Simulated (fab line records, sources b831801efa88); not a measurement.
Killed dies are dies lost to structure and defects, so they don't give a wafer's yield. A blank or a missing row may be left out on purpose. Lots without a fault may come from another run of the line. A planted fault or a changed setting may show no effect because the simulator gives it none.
Problem report in the 8D (eight disciplines) form, filled by code | flow sky130 | the parts of the form that need people (team, actions taken, sign-off) are left out

1. THE PROBLEM
killed_at_front_end at SKY_PAD_OPEN_PROBE_99 reads a mean of 44 on 3 wafers of 2 lots; wafers without a fault read 15 with a standard deviation of 4.3. That is +6.7 standard deviations from the usual mean.
First seen on wafer L687.4, day 48 22:08, on prober-02. The record holds 36 wafers of 12 lots with a number at this step. Rule for "out", or "out of limits": more than 4 standard deviations from the usual mean. The other wafers with a number count as sound.

2. WHAT IT IS AND WHAT IT IS NOT
question                    | is                     | is not
which readings at this step | killed_at_front_end    | killed_at_M4_up, killed_at_contacts, killed_at_other, killed_short
which lots                  | L687, L688             | L674, L675, L676, L677, L678, L679, L680, L682, L693, L697
which wafers of those lots  | L687.4, L687.6, L688.6 | L687.5, L688.4, L688.5
read on which tools         | prober-01, prober-02   | -
when                        | from day 48 22:08      | up to then (24 sound wafers); but 9 sound wafers of L687, L688, L693, L697 came after

3. SUSPECTS, AND WHAT RULES EACH OUT
Counting: a tool at a process step up to the reading stays a suspect if it ran every lot that is out. Sound lots after the first of them don't rule it out here, since some wafers of a struck lot are sound.
- rie_diel-02 at SKY_SONOS_ONO_ETCH_15 (etches the open film in CHF3/O2, target depth 19.52 nm, time 7.8 s): kept. It ran every lot that is out, first L687 (day 17 07:59); its last sound lot up to then is L682 (day 15 06:24).
- rie_diel-03 at SKY_CONTACT_ETCH_16 (etches BARC in N2/H2, stops on SiO2, time 45.9 s, target depth 60 nm): kept. It ran every lot that is out, first L687 (day 36 01:22); its last sound lot up to then is L682 (day 34 03:23).
- plasma_asher-02 at SKY_VIA1_STRIP_16 (strips in O2/N2): kept. It ran every lot that is out, first L687 (day 38 07:52); its last sound lot up to then is L678 (day 35 11:34).
- Within rie_diel-02 at SKY_SONOS_ONO_ETCH_15: the wafers that are out ran in chamber 0; their sound lot-mates ran in chambers 1, 2.
Left after counting: rie_diel-02 at SKY_SONOS_ONO_ETCH_15, rie_diel-03 at SKY_CONTACT_ETCH_16, plasma_asher-02 at SKY_VIA1_STRIP_16.

4. THE CAUSE (what the simulator had put in)
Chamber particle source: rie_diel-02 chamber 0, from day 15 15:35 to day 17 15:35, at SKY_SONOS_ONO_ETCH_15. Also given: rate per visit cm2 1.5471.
Counting left 3 suspects, and this tool is among them.

5. THE CHAIN OF EFFECTS, in route order
Each row: a reading whose mean over the struck wafers that have a number lies more than 3 standard deviations from the usual. Only readings for which the record gives a usual standard deviation are gone through. hours: the time from each lot's start at the first step in this table that gives one to its start at this step, as a median over the lots. sigmas: the change in usual standard deviations.
hours | step                  | reading             | usual | on struck wafers | change | sigmas
0     | SKY_PAD_OPEN_PROBE_99 | killed_at_front_end | 15    | 44               | +29    | +6.7
The process steps in it:
- SKY_PAD_OPEN_PROBE_99

6. WHAT WOULD HAVE CAUGHT IT SOONER
In this record the first reading out of limits was taken at day 48 22:08, 799 hours after the fault began at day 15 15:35.
Of the tool readings at SKY_SONOS_ONO_ETCH_15 for which the record gives a usual standard deviation, none was out on any struck wafer, so an alarm limit of 4 standard deviations on them would not have fired.
All the lots that are out (2) had begun SKY_SONOS_ONO_ETCH_15 on rie_diel-02 by day 48 22:08. A hold on the tool at that time would have spared none of them.
